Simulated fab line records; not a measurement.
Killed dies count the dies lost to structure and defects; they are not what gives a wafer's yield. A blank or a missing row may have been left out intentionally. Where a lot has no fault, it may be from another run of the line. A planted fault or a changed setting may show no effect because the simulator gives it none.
The tool behind it: which one?    flow sky130    10 lots with 30 wafers sampled at 6 steps, on a route of 708 steps

## WHAT EACH GAUGE READ, for each wafer
SKY_METAL3_OVL_MEAS_14. Usual: METAL3_OVL typically reads 1 nm, with standard deviation 4.6.
lot   measured      on          METAL3_OVL (nm)  flag
L171  day 40 13:58  overlay-02  3 8 -2           
L174  day 41 19:25  overlay-01  4 1 4            
L175  day 41 22:02  overlay-02  1 9 8            
L176  day 42 01:44  overlay-02  8 0 2            
L177  day 42 13:56  overlay-02  -2 8 13          
L178  day 42 20:55  overlay-01  4 3 4            
L181  day 43 20:20  overlay-02  -5 0 8           
L182  day 44 02:23  overlay-01  10 -4 0          
L183  day 44 09:02  overlay-02  3 3 0            
L185  day 44 11:13  overlay-02  -3 -5 2          

SKY_CAP2M_RS_MEAS_03: uses a four-point probe to measure. Usual: CAP2M_TIN_RS typically reads 6.91 ohm/sq, with standard deviation 0.077.
lot   measured      on             CAP2M_TIN_RS (ohm/sq)  flag
L171  day 41 19:04  film metro-02  6.93 6.86 6.90         
L174  day 42 23:35  film metro-02  6.98 6.95 6.96         
L175  day 43 02:54  film metro-02  6.93 6.89 6.89         
L176  day 43 05:56  film metro-04  6.81 6.80 6.78         
L177  day 43 17:51  film metro-02  6.91 6.91 6.96         
L178  day 44 01:34  film metro-02  6.89 6.95 6.98         
L181  day 44 23:13  film metro-01  6.80 6.77 6.82         
L182  day 45 05:31  film metro-01  6.90 6.87 6.86         
L183  day 45 10:28  film metro-02  6.91 6.93 6.87         
L185  day 45 13:43  film metro-04  6.89 6.83 11.95        OFF

SKY_CAP2M_THK_MEAS_04: measures by xrf. Usual: CAP2M_TIN_THK typically reads 201.7 nm, with standard deviation 2.6.
lot   measured      on             CAP2M_TIN_THK (nm)  flag
L171  day 41 19:11  film metro-02  200.6 202.0 201.3   
L174  day 42 23:40  film metro-02  199.6 199.5 199.9   
L175  day 43 03:01  film metro-02  201.6 203.0 201.6   
L176  day 43 06:04  film metro-04  205.2 206.2 207.6   
L177  day 43 17:58  film metro-02  200.3 200.6 199.8   
L178  day 44 01:41  film metro-02  201.5 199.7 199.1   
L181  day 44 23:19  film metro-01  205.3 207.3 205.3   
L182  day 45 05:38  film metro-01  202.3 202.0 203.5   
L183  day 45 10:34  film metro-02  200.8 199.8 201.8   
L185  day 45 13:50  film metro-04  203.5 204.7 119.2   OFF

## EACH LOT AND THE TOOL THAT RAN IT (in order: tool; ch and the chambers of the sampled wafers; start)
lot   SKY_VIA3_ETCH_15                    SKY_METAL4_SPUTTER_00         SKY_CAP2M_SPUTTER_02
L171  rie diel-01 ch 2,3, day 41 17:12    pvd sputter-04, day 41 18:43  pvd sputter-02, day 41 18:58
L174  rie diel-04 ch 0,1,3, day 42 21:51  pvd sputter-04, day 42 23:10  pvd sputter-01, day 42 23:25
L175  rie diel-03 ch 1,2,3, day 43 01:01  pvd sputter-04, day 43 02:31  pvd sputter-01, day 43 02:46
L176  rie diel-03 ch 0,2, day 43 03:51    pvd sputter-03, day 43 05:36  pvd sputter-01, day 43 05:50
L177  rie diel-04 ch 0,1,2, day 43 15:57  pvd sputter-04, day 43 17:29  pvd sputter-02, day 43 17:43
L178  rie diel-03 ch 1,3, day 43 23:45    pvd sputter-03, day 44 01:13  pvd sputter-02, day 44 01:28
L181  rie diel-03 ch 0,2,3, day 44 21:30  pvd sputter-03, day 44 22:50  pvd sputter-02, day 44 23:05
L182  rie diel-04 ch 0,1,2, day 45 03:45  pvd sputter-02, day 45 05:10  pvd sputter-01, day 45 05:23
L183  rie diel-03 ch 0,1,2, day 45 08:42  pvd sputter-04, day 45 10:05  pvd sputter-01, day 45 10:19
L185  rie diel-03 ch 0,1,3, day 45 12:03  pvd sputter-02, day 45 13:22  pvd sputter-01, day 45 13:36
- SKY_VIA3_ETCH_15: etches SiO2 in C4F8/O2/Ar, stops on TiN, target depth 507 nm, time 78 s.
- SKY_METAL4_SPUTTER_00: material Ti, target thk 15 nm, time 10 s.
- SKY_CAP2M_SPUTTER_02: material TiN, target thk 200 nm, time 166.7 s.

## WHAT THE TOOLS THEMSELVES READ (means of the sampled wafers that have a number; where no wafer has one, the mark that the record gives instead)
SKY_VIA3_ETCH_15. Usual: oes product au reads 0.946 a.u. (standard deviation 0.0054).
lot   tool         oes product au (a.u.)  flag
L171  rie diel-01  0.947                  
L174  rie diel-04  0.943                  
L175  rie diel-03  0.948                  
L176  rie diel-03  0.949                  
L177  rie diel-04  0.940                  
L178  rie diel-03  0.943                  
L181  rie diel-03  0.944                  
L182  rie diel-04  0.944                  
L183  rie diel-03  0.943                  
L185  rie diel-03  0.948                  

SKY_METAL4_SPUTTER_00. Usual: throttle valve pct reads 30.6 % (standard deviation 0.78).
lot   tool            throttle valve pct (%)  flag
L171  pvd sputter-04  30.7                    
L174  pvd sputter-04  30.9                    
L175  pvd sputter-04  30.5                    
L176  pvd sputter-03  30.7                    
L177  pvd sputter-04  30.8                    
L178  pvd sputter-03  30.2                    
L181  pvd sputter-03  29.9                    
L182  pvd sputter-02  30.8                    
L183  pvd sputter-04  30.6                    
L185  pvd sputter-02  30.1                    

SKY_CAP2M_SPUTTER_02. Usual: throttle valve pct reads 30.1 % (standard deviation 1.1).
lot   tool            throttle valve pct (%)  flag
L171  pvd sputter-02  31.0                    
L174  pvd sputter-01  28.5                    
L175  pvd sputter-01  30.4                    
L176  pvd sputter-01  29.7                    
L177  pvd sputter-02  30.3                    
L178  pvd sputter-02  30.5                    
L181  pvd sputter-02  30.4                    
L182  pvd sputter-01  29.6                    
L183  pvd sputter-01  30.2                    
L185  pvd sputter-01  28.5                    

## THE ANSWER, worked out from the rows above alone
Rule: take the mean of a lot's wafers that have a number; if it is more than 3 standard deviations from the usual mean, the lot is off. Also off: a lot with no number at a reading for which 4 or more lots have one. Where the step has rows for the other lots, those lots are counted as sound. After the gauges, taken in route order, come the tools' own readings; for these a lot's mean is taken, as printed above. The first step at which some lot is off is used, and at that step the reading that is off furthest; a lot without a number counts as furthest.
Off: L185, seen at SKY_CAP2M_RS_MEAS_03 (CAP2M_TIN_RS).
If a tool, at a process step before that reading, ran all the lots that are off and no sound lot after the first of them, it fits. Gauges at SKY_CAP2M_RS_MEAS_03: tried the same way as those tools. Can't be told from this: 4 tools fit, rie diel-03 at SKY_VIA3_ETCH_15, pvd sputter-02 at SKY_METAL4_SPUTTER_00, pvd sputter-01 at SKY_CAP2M_SPUTTER_02, film metro-04 at SKY_CAP2M_RS_MEAS_03.

## WHAT THE SIMULATOR PUT IN
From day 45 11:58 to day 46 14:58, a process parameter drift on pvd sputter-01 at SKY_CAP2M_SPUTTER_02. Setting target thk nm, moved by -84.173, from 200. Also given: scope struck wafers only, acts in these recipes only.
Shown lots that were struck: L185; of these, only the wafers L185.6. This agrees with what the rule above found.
